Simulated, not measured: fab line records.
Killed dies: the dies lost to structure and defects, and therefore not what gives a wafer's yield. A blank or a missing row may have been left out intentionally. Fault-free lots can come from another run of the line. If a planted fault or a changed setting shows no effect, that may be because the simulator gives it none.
Which tool did it? || flow gf180mcu || 42 wafers from 14 lots sampled at 5 of the route's 602 steps

## WHAT EACH GAUGE READ, for each wafer
GF_LVPWELL_TW_MEAS_11. Usual: LVPWELL_TW gives 561.5 (standard deviation 2.7).
{"lot": "L215", "measured": "day 4 01:25", "on": "film_metro-04", "LVPWELL_TW": "554.5 560.3 561.8", "flag": ""}
{"lot": "L216", "measured": "day 4 02:55", "on": "film_metro-04", "LVPWELL_TW": "561.4 561.3 558.3", "flag": ""}
{"lot": "L217", "measured": "day 4 08:36", "on": "film_metro-03", "LVPWELL_TW": "564.3 565.4 564.9", "flag": ""}
{"lot": "L219", "measured": "day 4 18:12", "on": "film_metro-03", "LVPWELL_TW": "562.4 564.9 564.0", "flag": ""}
{"lot": "L220", "measured": "day 4 21:56", "on": "film_metro-01", "LVPWELL_TW": "562.0 562.6 561.0", "flag": ""}
{"lot": "L222", "measured": "day 5 20:59", "on": "film_metro-01", "LVPWELL_TW": "558.7 560.3 559.6", "flag": ""}
{"lot": "L224", "measured": "day 6 07:03", "on": "film_metro-01", "LVPWELL_TW": "558.0 557.0 560.9", "flag": ""}
{"lot": "L228", "measured": "day 7 02:22", "on": "film_metro-04", "LVPWELL_TW": "560.9 561.3 562.2", "flag": ""}
{"lot": "L232", "measured": "day 7 17:56", "on": "film_metro-01", "LVPWELL_TW": "527.5 522.3 525.8", "flag": "OFF"}
{"lot": "L233", "measured": "day 8 03:13", "on": "film_metro-04", "LVPWELL_TW": "524.0 523.1 528.7", "flag": "OFF"}
{"lot": "L235", "measured": "day 8 20:02", "on": "film_metro-03", "LVPWELL_TW": "560.6 558.8 559.7", "flag": ""}
{"lot": "L236", "measured": "day 9 03:24", "on": "film_metro-04", "LVPWELL_TW": "558.8 560.0 560.4", "flag": ""}
{"lot": "L237", "measured": "day 9 04:29", "on": "film_metro-04", "LVPWELL_TW": "558.2 555.2 561.1", "flag": ""}
{"lot": "L238", "measured": "day 9 18:52", "on": "film_metro-03", "LVPWELL_TW": "560.5 568.3 564.9", "flag": ""}

GF_VT_IMPLANT_RS_MEAS_48: measures by four-point-probe. Usual: LVPWELL_RS gives 1197 ohm/sq (standard deviation 3.7).
{"lot": "L215", "measured": "day 7 14:58", "on": "film_metro-01", "LVPWELL_RS (ohm/sq)": "1200 1199 1195", "flag": ""}
{"lot": "L216", "measured": "day 7 15:59", "on": "film_metro-04", "LVPWELL_RS (ohm/sq)": "1202 1203 1203", "flag": ""}
{"lot": "L217", "measured": "day 7 22:53", "on": "film_metro-03", "LVPWELL_RS (ohm/sq)": "1193 1195 1191", "flag": ""}
{"lot": "L219", "measured": "day 8 10:56", "on": "film_metro-03", "LVPWELL_RS (ohm/sq)": "1200 1199 1201", "flag": ""}
{"lot": "L220", "measured": "day 8 15:53", "on": "film_metro-04", "LVPWELL_RS (ohm/sq)": "1198 1200 1197", "flag": ""}
{"lot": "L222", "measured": "day 9 18:46", "on": "film_metro-01", "LVPWELL_RS (ohm/sq)": "1188 1194 1195", "flag": ""}
{"lot": "L224", "measured": "day 10 09:10", "on": "film_metro-03", "LVPWELL_RS (ohm/sq)": "1196 1196 1197", "flag": ""}
{"lot": "L228", "measured": "day 11 07:48", "on": "film_metro-04", "LVPWELL_RS (ohm/sq)": "1195 1197 1198", "flag": ""}
{"lot": "L232", "measured": "day 12 03:23", "on": "film_metro-03", "LVPWELL_RS (ohm/sq)": "1536 1540 1543", "flag": "OFF"}
{"lot": "L233", "measured": "day 12 14:08", "on": "film_metro-01", "LVPWELL_RS (ohm/sq)": "1530 1535 1532", "flag": "OFF"}
{"lot": "L235", "measured": "day 13 11:26", "on": "film_metro-04", "LVPWELL_RS (ohm/sq)": "1198 1195 1203", "flag": ""}
{"lot": "L236", "measured": "day 13 19:28", "on": "film_metro-04", "LVPWELL_RS (ohm/sq)": "1207 1203 1203", "flag": ""}
{"lot": "L237", "measured": "day 13 20:16", "on": "film_metro-01", "LVPWELL_RS (ohm/sq)": "1198 1195 1196", "flag": ""}
{"lot": "L238", "measured": "day 14 14:19", "on": "film_metro-01", "LVPWELL_RS (ohm/sq)": "1199 1197 1198", "flag": ""}

GF_PSD_CD_MEAS_07 targets a cd of 400 nm. Usual: 401.0 nm for cd_nm, sd 2.5.
{"lot": "L215", "measured": "day 14 06:54", "on": "cd_sem-01", "cd_nm (nm)": "400.8 403.3 402.1", "flag": ""}
{"lot": "L216", "measured": "day 14 05:54", "on": "cd_sem-02", "cd_nm (nm)": "405.7 404.5 407.2", "flag": ""}
{"lot": "L217", "measured": "day 14 17:20", "on": "cd_sem-01", "cd_nm (nm)": "396.9 396.8 397.8", "flag": ""}
{"lot": "L219", "measured": "day 15 05:28", "on": "cd_sem-02", "cd_nm (nm)": "402.4 398.6 401.3", "flag": ""}
{"lot": "L220", "measured": "day 15 12:32", "on": "cd_sem-01", "cd_nm (nm)": "397.9 399.4 398.7", "flag": ""}
{"lot": "L222", "measured": "day 16 23:04", "on": "cd_sem-02", "cd_nm (nm)": "399.1 399.8 401.1", "flag": ""}
{"lot": "L224", "measured": "day 17 22:31", "on": "cd_sem-02", "cd_nm (nm)": "401.3 399.7 402.5", "flag": ""}
{"lot": "L228", "measured": "day 18 22:09", "on": "cd_sem-01", "cd_nm (nm)": "399.1 398.4 401.2", "flag": ""}
{"lot": "L235", "measured": "day 21 12:55", "on": "cd_sem-01", "cd_nm (nm)": "400.5 403.0 400.5", "flag": ""}
{"lot": "L236", "measured": "day 22 00:38", "on": "cd_sem-01", "cd_nm (nm)": "404.8 403.3 403.1", "flag": ""}
{"lot": "L237", "measured": "day 22 00:20", "on": "cd_sem-01", "cd_nm (nm)": "406.9 405.0 406.0", "flag": ""}
{"lot": "L238", "measured": "day 22 22:13", "on": "cd_sem-01", "cd_nm (nm)": "393.2 395.6 398.3", "flag": ""}

GF_M1_THK_MEAS_06: measures by xrf. Usual: M1_ALCU_THK gives 450 nm (standard deviation 5.4).
{"lot": "L215", "measured": "day 16 06:07", "on": "film_metro-01", "M1_ALCU_THK (nm)": "453 462 460", "flag": ""}
{"lot": "L216", "measured": "day 16 04:29", "on": "film_metro-01", "M1_ALCU_THK (nm)": "457 457 449", "flag": ""}
{"lot": "L217", "measured": "day 16 17:13", "on": "film_metro-01", "M1_ALCU_THK (nm)": "458 455 461", "flag": ""}
{"lot": "L219", "measured": "day 17 05:45", "on": "film_metro-02", "M1_ALCU_THK (nm)": "443 436 443", "flag": ""}
{"lot": "L220", "measured": "day 17 12:38", "on": "film_metro-02", "M1_ALCU_THK (nm)": "448 447 448", "flag": ""}
{"lot": "L222", "measured": "day 19 01:41", "on": "film_metro-02", "M1_ALCU_THK (nm)": "453 453 451", "flag": ""}
{"lot": "L224", "measured": "day 20 02:53", "on": "film_metro-02", "M1_ALCU_THK (nm)": "449 450 451", "flag": ""}
{"lot": "L228", "measured": "day 21 03:02", "on": "film_metro-02", "M1_ALCU_THK (nm)": "450 454 451", "flag": ""}
{"lot": "L235", "measured": "day 23 14:22", "on": "film_metro-01", "M1_ALCU_THK (nm)": "452 452 451", "flag": ""}
{"lot": "L236", "measured": "day 24 01:54", "on": "film_metro-01", "M1_ALCU_THK (nm)": "448 452 449", "flag": ""}
{"lot": "L237", "measured": "day 24 01:11", "on": "film_metro-03", "M1_ALCU_THK (nm)": "441 448 453", "flag": ""}
{"lot": "L238", "measured": "day 24 22:43", "on": "film_metro-01", "M1_ALCU_THK (nm)": "456 455 453", "flag": ""}

## EACH LOT AND THE TOOL THAT RAN IT (in order: tool; ch and the chambers of the sampled wafers; start)
{"lot": "L215", "GF_LVPWELL_IMPLANT_09": "implanter-02 ch 0, day 4 01:11"}
{"lot": "L216", "GF_LVPWELL_IMPLANT_09": "implanter-02 ch 0, day 4 02:40"}
{"lot": "L217", "GF_LVPWELL_IMPLANT_09": "implanter-02 ch 0, day 4 08:21"}
{"lot": "L219", "GF_LVPWELL_IMPLANT_09": "implanter-02 ch 0, day 4 17:58"}
{"lot": "L220", "GF_LVPWELL_IMPLANT_09": "implanter-01 ch 0, day 4 21:43"}
{"lot": "L222", "GF_LVPWELL_IMPLANT_09": "implanter-03 ch 0, day 5 20:44"}
{"lot": "L224", "GF_LVPWELL_IMPLANT_09": "implanter-02 ch 0, day 6 06:49"}
{"lot": "L228", "GF_LVPWELL_IMPLANT_09": "implanter-01 ch 0, day 7 02:07"}
{"lot": "L232", "GF_LVPWELL_IMPLANT_09": "implanter-02, day 7 17:41"}
{"lot": "L233", "GF_LVPWELL_IMPLANT_09": "implanter-02, day 8 02:59"}
{"lot": "L235", "GF_LVPWELL_IMPLANT_09": "implanter-02 ch 0, day 8 19:47"}
{"lot": "L236", "GF_LVPWELL_IMPLANT_09": "implanter-01 ch 0, day 9 03:10"}
{"lot": "L237", "GF_LVPWELL_IMPLANT_09": "implanter-02 ch 0, day 9 04:16"}
{"lot": "L238", "GF_LVPWELL_IMPLANT_09": "implanter-02 ch 0, day 9 18:32"}
- GF_LVPWELL_IMPLANT_09

## WHAT THE TOOLS THEMSELVES READ (means of the sampled wafers that have a number; where no wafer has one, the mark that the record gives instead)
GF_LVPWELL_IMPLANT_09. Usual: beam_energy_keV 60.003, standard deviation 0.019; beam_on_s 10.00 s, standard deviation 0.22; faraday_current_uA 28.2, standard deviation 0.62.
{"lot": "L215", "tool": "implanter-02", "beam_energy_keV": 60.013, "beam_on_s (s)": 9.87, "faraday_current_uA": 28.5, "flag": ""}
{"lot": "L216", "tool": "implanter-02", "beam_energy_keV": 59.994, "beam_on_s (s)": 10.01, "faraday_current_uA": 28.1, "flag": ""}
{"lot": "L217", "tool": "implanter-02", "beam_energy_keV": 59.994, "beam_on_s (s)": 9.87, "faraday_current_uA": 28.6, "flag": ""}
{"lot": "L219", "tool": "implanter-02", "beam_energy_keV": 60.007, "beam_on_s (s)": 10.13, "faraday_current_uA": 27.9, "flag": ""}
{"lot": "L220", "tool": "implanter-01", "beam_energy_keV": 59.971, "beam_on_s (s)": 10.08, "faraday_current_uA": 28.0, "flag": ""}
{"lot": "L222", "tool": "implanter-03", "beam_energy_keV": 60.000, "beam_on_s (s)": 10.22, "faraday_current_uA": 27.6, "flag": ""}
{"lot": "L224", "tool": "implanter-02", "beam_energy_keV": 59.995, "beam_on_s (s)": 10.06, "faraday_current_uA": 28.1, "flag": ""}
{"lot": "L228", "tool": "implanter-01", "beam_energy_keV": 60.005, "beam_on_s (s)": 10.07, "faraday_current_uA": 28.1, "flag": ""}
{"lot": "L232", "tool": "implanter-02", "beam_energy_keV": "-", "beam_on_s (s)": "-", "faraday_current_uA": "-", "flag": "OFF"}
{"lot": "L233", "tool": "implanter-02", "beam_energy_keV": "-", "beam_on_s (s)": "-", "faraday_current_uA": "-", "flag": "OFF"}
{"lot": "L235", "tool": "implanter-02", "beam_energy_keV": 59.998, "beam_on_s (s)": 10.05, "faraday_current_uA": 28.1, "flag": ""}
{"lot": "L236", "tool": "implanter-01", "beam_energy_keV": 60.010, "beam_on_s (s)": 9.90, "faraday_current_uA": 28.5, "flag": ""}
{"lot": "L237", "tool": "implanter-02", "beam_energy_keV": 60.018, "beam_on_s (s)": 10.00, "faraday_current_uA": 28.2, "flag": ""}
{"lot": "L238", "tool": "implanter-02", "beam_energy_keV": 60.022, "beam_on_s (s)": 10.11, "faraday_current_uA": 27.9, "flag": ""}

## THE ANSWER, worked out from the rows above alone
Rule: a lot counts as off when the mean over its wafers that have a number is more than 3 standard deviations away from the usual mean. A lot without any number at a reading at which 4 lots or more have one is off too. All remaining lots with rows at the step are treated as sound. First the gauges in route order, then the tools' own readings, where a lot's mean is used as printed above. The first step at which some lot is off is used, and at that step the reading that is off furthest; a lot without a number counts as furthest.
Off: at GF_LVPWELL_TW_MEAS_11 (LVPWELL_TW), L232, L233.
A tool fits if, at a process step before that reading, it ran every lot that is off, and no sound lot after the first of them. Not tried: the gauges at GF_LVPWELL_TW_MEAS_11; whatever is off there is also off at GF_LVPWELL_IMPLANT_09, on other tools, and gauge error can't account for it. Not one of the candidates tried fits.

## WHAT THE SIMULATOR HAD PUT IN
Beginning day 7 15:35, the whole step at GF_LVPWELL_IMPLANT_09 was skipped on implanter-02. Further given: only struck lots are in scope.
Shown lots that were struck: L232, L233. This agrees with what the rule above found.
